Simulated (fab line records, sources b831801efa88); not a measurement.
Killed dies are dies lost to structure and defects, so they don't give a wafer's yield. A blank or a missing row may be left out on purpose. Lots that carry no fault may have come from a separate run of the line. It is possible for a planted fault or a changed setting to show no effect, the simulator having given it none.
A sampling plan put to the test    flow sky130    10 faults told of in these records, all on one fab line, each judged by the records of the lots it struck
The plan consists of the line's own looks: route steps at which the wafer is read by a gauge or an inspection but not changed. Where struck wafers have a number at a look and the file lists that look's usual mean and standard deviation on fault-free wafers, the look can be judged. Caught: 4 or more of those standard deviations (sigma) separate the usual mean from the mean of the struck wafers at a look after the fault's first step. On the tool: the identical test, applied to the tool's own readings at the steps of the fault. Caught also covers a different recipe on the struck wafers, or a record left blank for those wafers only.

== THE FAULTS, as the simulator had put them in ==
1. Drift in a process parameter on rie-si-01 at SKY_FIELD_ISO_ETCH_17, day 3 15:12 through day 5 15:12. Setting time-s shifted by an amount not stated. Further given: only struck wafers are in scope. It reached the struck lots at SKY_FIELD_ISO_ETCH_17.
2. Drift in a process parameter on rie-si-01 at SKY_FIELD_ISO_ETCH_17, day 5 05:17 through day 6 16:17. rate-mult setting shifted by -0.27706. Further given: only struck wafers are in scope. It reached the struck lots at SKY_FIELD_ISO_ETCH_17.
3. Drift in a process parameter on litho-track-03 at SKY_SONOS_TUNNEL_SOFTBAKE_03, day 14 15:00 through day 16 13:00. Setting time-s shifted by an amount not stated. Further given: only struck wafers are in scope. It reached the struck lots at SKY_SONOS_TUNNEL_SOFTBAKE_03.
4. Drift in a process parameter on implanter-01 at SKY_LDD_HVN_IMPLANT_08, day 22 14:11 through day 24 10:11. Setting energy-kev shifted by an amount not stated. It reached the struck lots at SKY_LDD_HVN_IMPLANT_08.
5. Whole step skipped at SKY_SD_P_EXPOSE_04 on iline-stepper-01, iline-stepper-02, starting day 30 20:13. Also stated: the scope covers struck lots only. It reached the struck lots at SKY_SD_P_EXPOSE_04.
6. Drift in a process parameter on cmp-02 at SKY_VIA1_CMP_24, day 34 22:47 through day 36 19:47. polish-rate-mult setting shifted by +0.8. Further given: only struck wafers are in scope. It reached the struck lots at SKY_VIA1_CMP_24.
7. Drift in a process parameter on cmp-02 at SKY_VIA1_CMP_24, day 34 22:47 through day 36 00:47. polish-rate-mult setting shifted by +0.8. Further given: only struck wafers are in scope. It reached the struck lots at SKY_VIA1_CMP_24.
8. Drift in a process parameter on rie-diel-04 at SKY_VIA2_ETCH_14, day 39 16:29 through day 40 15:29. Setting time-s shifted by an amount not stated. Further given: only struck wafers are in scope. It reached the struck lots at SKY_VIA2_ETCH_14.
9. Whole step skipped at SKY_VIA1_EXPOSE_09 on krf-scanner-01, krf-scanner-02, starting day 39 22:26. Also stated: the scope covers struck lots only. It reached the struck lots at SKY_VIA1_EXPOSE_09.
10. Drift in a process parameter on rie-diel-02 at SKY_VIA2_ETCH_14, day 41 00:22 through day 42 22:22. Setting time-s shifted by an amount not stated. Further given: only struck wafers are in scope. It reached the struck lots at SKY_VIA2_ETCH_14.

== WHAT THE PLAN SAW ==
fault  on the tool itself                   first look that catches it                       reading, sigma  median hours from its first step to that look  hours from the fault's start to the first struck lot there  judged looks passed uncaught
1      run-length-s +31 sigma               none of the 2 looks that can be judged after it  -               -                                              -                                                           2
2      oes-product-au -24 sigma             none of the 2 looks that can be judged after it  -               -                                              -                                                           2
3      run-length-s +69 sigma               not the one look that can be judged after it     -               -                                              -                                                           1
4      beam-energy-keV +99 or beyond sigma  no look after it can be judged                   -               -                                              -                                                           0
5      no reading that can be judged        no look after it can be judged                   -               -                                              -                                                           0
6      time-to-endpoint-s -12 sigma         no look after it can be judged                   -               -                                              -                                                           0
7      time-to-endpoint-s -12 sigma         no look after it can be judged                   -               -                                              -                                                           0
8      oes-product-au +15 sigma             no look after it can be judged                   -               -                                              -                                                           0
9      no reading that can be judged        no look after it can be judged                   -               -                                              -                                                           0
10     oes-product-au +27 sigma             no look after it can be judged                   -               -                                              -                                                           0
A dash: the fault is not caught, or the number is missing from these records.

Caught at a look: 0 of 10. Caught on the tool: 8 of 10. By one or the other: 8 of 10.
Faults caught by the tool alone: 1, 2, 3, 4, 6, 7, 8, 10.
Caught by neither: faults 5, 9.
